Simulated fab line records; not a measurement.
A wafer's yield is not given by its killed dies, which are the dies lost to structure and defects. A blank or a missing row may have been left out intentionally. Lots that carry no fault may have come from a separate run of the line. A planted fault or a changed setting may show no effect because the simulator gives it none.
Matching of chambers | flow sky130 | SKY_VIA3_CMP_02 on cmp-01 has 4 sister chambers
The step polishes SiO2. 4 wafers are shown with their chamber, then 7 later ones without.

WAFERS WITH THEIR CHAMBER
wafer  | chamber | motor current A (A)
L085.2 | 3       | 11.3
L085.6 | 0       | 11.1
L093.4 | 1       | 10.5
L093.5 | 2       | 11.8

WAFERS WITH NO CHAMBER GIVEN
wafer  | motor current A (A)
L093.6 | 10.7
L092.2 | 10.8
L092.4 | 9.8
L092.5 | 10.6
L097.4 | 10.7
L097.5 | 10.6
L097.6 | 9.7

WHICH CHAMBER EACH WENT THROUGH
wafer  | from the rows above               | in truth
L093.6 | can't be placed: 1 or 0 or 3      | 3
L092.2 | can't be placed: 0 or 1 or 3 or 2 | 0
L092.4 | can't be placed: 1 or 0 or 3      | 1
L092.5 | can't be placed: 1 or 0 or 3      | 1
L097.4 | can't be placed: 1 or 0 or 3      | 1
L097.5 | can't be placed: 1 or 0 or 3      | 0
L097.6 | can't be placed: 1 or 0 or 3      | 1
Placed correctly: 0 of 7. Not placeable from these rows: 7 (in 7, the candidates include the true chamber). Wrongly placed: 0.
How it was worked out, from the rows above alone: a wafer's distance from a chamber is the root of the sum, over the readings, of the square of ((its reading less the chamber's mean) divided by the reading's scatter). If the next closest chamber is less than 2 further off than the closest, the wafer can't be placed; otherwise it belongs to the closest. The mean given for a chamber averages the wafers shown for that chamber. The scatter (one wafer shown for each chamber): square how far every hidden wafer sits from the nearest shown wafer, average those squares and take the square root.
